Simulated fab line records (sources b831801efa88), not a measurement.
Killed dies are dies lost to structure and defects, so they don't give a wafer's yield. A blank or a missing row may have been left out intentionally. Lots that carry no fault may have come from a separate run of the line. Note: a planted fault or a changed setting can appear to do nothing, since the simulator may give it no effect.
Matching of chambers -- flow sfqLine -- 4 sister chambers for SFQ_TRILAYER_C5_ETCH_VIA_ETCH_154 on rieDiel-01
The step etches SiO2 in CHF3, stops on Nb, target depth 84 nm. 8 wafers are shown with their chamber, then 8 later ones without.

WAFERS PAIRED WITH THEIR CHAMBERS
wafer,chamber,drypumpMotorCurrentA (A),oesProductAu (a.u.)
L086.1,3,4.9,0.891
L086.3,2,5.1,0.888
L086.5,0,6.6,0.896
L086.6,1,4.8,0.906
L087.1,0,6.6,0.889
L087.2,2,5.1,0.884
L087.3,1,4.8,0.896
L087.4,3,4.8,0.894

WAFERS WHOSE CHAMBER IS MISSING
wafer,drypumpMotorCurrentA (A),oesProductAu (a.u.)
L087.5,5.1,0.888
L087.6,4.8,0.880
L089.1,4.8,0.891
L089.2,6.6,0.884
L089.3,4.8,0.879
L089.4,5.1,0.898
L089.5,5.1,0.896
L089.6,4.9,0.887

EACH ONE'S CHAMBER
wafer,from the rows above,in truth
L087.5,2,2
L087.6,can't be placed: 3 or 1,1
L089.1,can't be placed: 3 or 1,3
L089.2,0,0
L089.3,can't be placed: 3 or 1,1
L089.4,2,2
L089.5,2,2
L089.6,3,3
Correctly placed: 5 of 8. These rows do not allow placing 3 (true chamber among the candidates in 3). 0 placed wrongly.
How it was worked out, from the rows above alone: a wafer's distance from a chamber is the root of the sum, over the readings, of the square of ((its reading less the chamber's mean) divided by the reading's scatter). If the next closest chamber is less than 2 further off than the closest, the wafer can't be placed; otherwise it belongs to the closest. For every chamber, the mean is computed from those of its wafers that are shown. The scatter is the square root of a quotient: the sum, over the shown wafers, of each reading's squared deviation from its chamber's mean, divided by wafers minus chambers.
